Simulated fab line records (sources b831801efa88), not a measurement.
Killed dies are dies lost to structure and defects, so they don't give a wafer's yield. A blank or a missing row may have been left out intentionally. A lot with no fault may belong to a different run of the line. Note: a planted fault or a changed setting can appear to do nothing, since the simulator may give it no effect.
Split-lot trial / flow sfq-line / 23 wafers read from 5 lots, route of 325 steps

THE SPLIT
At SFQ_TRILAYER_I3_VIA_LITHO_PEB_088 (peb time 60 s), the setting peb-time-s was moved away from the recipe's 60 s on 8 of the 23 wafers read, by -3.9% to +12.1%. This setting was run at the recipe's value on the other wafers.

FROM THE SPLIT TO THE READING: what the file shows between them, 2 steps
- SFQ_TRILAYER_I3_VIA_LITHO_DEVELOP_087: time 60 s
- SFQ_TRILAYER_I3_VIA_BARC_OPEN_VIA_ETCH_121: etches BARC in O2, target depth 125 nm, time 41.7 s

THE READING
I3.cd-nm (the simulator's own value, which no gauge read), in nm, at SFQ_TRILAYER_I3_VIA_ETCH_VIA_ETCH_088 (etches SiO2 in CHF3, stops on Nb, target depth 260 nm). No usual value for it is given in the file. Average 499.8 nm, standard deviation 2.3 nm, over the 15 wafers here run with the recipe.

wafer=L074.1; tool, chamber at the split=litho-track-02, 0; peb-time-s as run, s=60; against the recipe=recipe; I3.cd-nm, nm=496.7; against lot-mates on the recipe=-
wafer=L074.4; tool, chamber at the split=litho-track-02, 0; peb-time-s as run, s=60; against the recipe=recipe; I3.cd-nm, nm=502.8; against lot-mates on the recipe=-
wafer=L074.6; tool, chamber at the split=litho-track-02, 0; peb-time-s as run, s=60; against the recipe=recipe; I3.cd-nm, nm=497.2; against lot-mates on the recipe=-
wafer=L077.1; tool, chamber at the split=litho-track-01, 0; peb-time-s as run, s=60; against the recipe=recipe; I3.cd-nm, nm=499.3; against lot-mates on the recipe=-
wafer=L077.2; tool, chamber at the split=litho-track-01, 0; peb-time-s as run, s=60; against the recipe=recipe; I3.cd-nm, nm=497.2; against lot-mates on the recipe=-
wafer=L077.4; tool, chamber at the split=litho-track-01, 0; peb-time-s as run, s=64.58; against the recipe=+7.6%; I3.cd-nm, nm=511.5; against lot-mates on the recipe=+12.4
wafer=L077.5; tool, chamber at the split=litho-track-01, 0; peb-time-s as run, s=60; against the recipe=recipe; I3.cd-nm, nm=500.8; against lot-mates on the recipe=-
wafer=L077.6; tool, chamber at the split=litho-track-01, 0; peb-time-s as run, s=64.58; against the recipe=+7.6%; I3.cd-nm, nm=509.6; against lot-mates on the recipe=+10.5
wafer=L080.1; tool, chamber at the split=litho-track-02, 0; peb-time-s as run, s=60; against the recipe=recipe; I3.cd-nm, nm=498.4; against lot-mates on the recipe=-
wafer=L080.2; tool, chamber at the split=litho-track-02, 0; peb-time-s as run, s=57.69; against the recipe=-3.9%; I3.cd-nm, nm=494.3; against lot-mates on the recipe=-4.2
wafer=L080.3; tool, chamber at the split=litho-track-02, 0; peb-time-s as run, s=57.69; against the recipe=-3.9%; I3.cd-nm, nm=492.9; against lot-mates on the recipe=-5.6
wafer=L080.5; tool, chamber at the split=litho-track-02, 0; peb-time-s as run, s=57.69; against the recipe=-3.9%; I3.cd-nm, nm=495; against lot-mates on the recipe=-3.5
wafer=L080.6; tool, chamber at the split=litho-track-02, 0; peb-time-s as run, s=60; against the recipe=recipe; I3.cd-nm, nm=498.7; against lot-mates on the recipe=-
wafer=L081.2; tool, chamber at the split=litho-track-01, 0; peb-time-s as run, s=60; against the recipe=recipe; I3.cd-nm, nm=501.4; against lot-mates on the recipe=-
wafer=L081.3; tool, chamber at the split=litho-track-01, 0; peb-time-s as run, s=60; against the recipe=recipe; I3.cd-nm, nm=501.1; against lot-mates on the recipe=-
wafer=L081.4; tool, chamber at the split=litho-track-01, 0; peb-time-s as run, s=60; against the recipe=recipe; I3.cd-nm, nm=504.3; against lot-mates on the recipe=-
wafer=L081.5; tool, chamber at the split=litho-track-01, 0; peb-time-s as run, s=60; against the recipe=recipe; I3.cd-nm, nm=502.2; against lot-mates on the recipe=-
wafer=L081.6; tool, chamber at the split=litho-track-01, 0; peb-time-s as run, s=60; against the recipe=recipe; I3.cd-nm, nm=501.8; against lot-mates on the recipe=-
wafer=L083.1; tool, chamber at the split=litho-track-01, 0; peb-time-s as run, s=60; against the recipe=recipe; I3.cd-nm, nm=497.8; against lot-mates on the recipe=-
wafer=L083.2; tool, chamber at the split=litho-track-01, 0; peb-time-s as run, s=67.25; against the recipe=+12.1%; I3.cd-nm, nm=513.9; against lot-mates on the recipe=+16.0
wafer=L083.3; tool, chamber at the split=litho-track-01, 0; peb-time-s as run, s=67.25; against the recipe=+12.1%; I3.cd-nm, nm=512.4; against lot-mates on the recipe=+14.5
wafer=L083.4; tool, chamber at the split=litho-track-01, 0; peb-time-s as run, s=60; against the recipe=recipe; I3.cd-nm, nm=497.9; against lot-mates on the recipe=-
wafer=L083.6; tool, chamber at the split=litho-track-01, 0; peb-time-s as run, s=67.25; against the recipe=+12.1%; I3.cd-nm, nm=513.1; against lot-mates on the recipe=+15.2

THE FIT
A straight line over all 23 wafers: I3.cd-nm changes by +1.2 nm for each +1% of peb-time-s; r = +0.94; the points scatter about the line by 2.1 nm.
The same after taking each lot's own level away (the mean of its wafers on the recipe; 23 wafers): +1.29 nm for each +1%; r = +0.97; scatter 1.5 nm.
Per that fit: largest peb-time-s move, reading shift of 16 nm.
The lots' own levels span 497.85 to 502.16 nm, that is 1.9 times the standard deviation above.
The two slopes are in agreement: the lot-to-lot level therefore moves the slope only a little.
Check: +15.7 nm against its lot-mates is what the line predicts for one of the wafers moved furthest among these (+12.1%) when that wafer is left out of the fit. It came out at +16 nm against them.

THESE WAFERS: OTHER SPLITS
Note: prior to the reading, these wafers also went through further splits. Each is held against what the fit with the lots' levels taken away leaves over:
other split on the same wafers=SFQ_TRILAYER_I2_VIA_BARC_OPEN_VIA_ETCH_096 bias-w; wafers away from the commonest value=2; r with I3.cd-nm (lot level and that fit taken away)=+0.22
other split on the same wafers=SFQ_TRILAYER_I3_CMP_CMP_082 leave-above-ref-nm; wafers away from the commonest value=11; r with I3.cd-nm (lot level and that fit taken away)=-0.17

THE WHOLE CHAIN: every reading that the file lists as answering this split, in the file's order
step=SFQ_TRILAYER_I3_VIA_BARC_OPEN_VIA_ETCH_121; what it does=etches BARC in O2, target depth 125 nm, time 41.7 s; reading=I3.cd-nm (the simulator's own value, which no gauge read); change (the file's fit)=+1.22 nm for each +1% of the setting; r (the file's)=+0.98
step=SFQ_TRILAYER_I3_VIA_ETCH_VIA_ETCH_088; what it does=etches SiO2 in CHF3, stops on Nb, target depth 260 nm; reading=I3.cd-nm (the simulator's own value, which no gauge read); change (the file's fit)=+1.32 nm for each +1% of the setting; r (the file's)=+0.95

THE FILE'S OWN FIT
I3.cd-nm changes by +1.32 nm for each +1% of peb-time-s, r = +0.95.
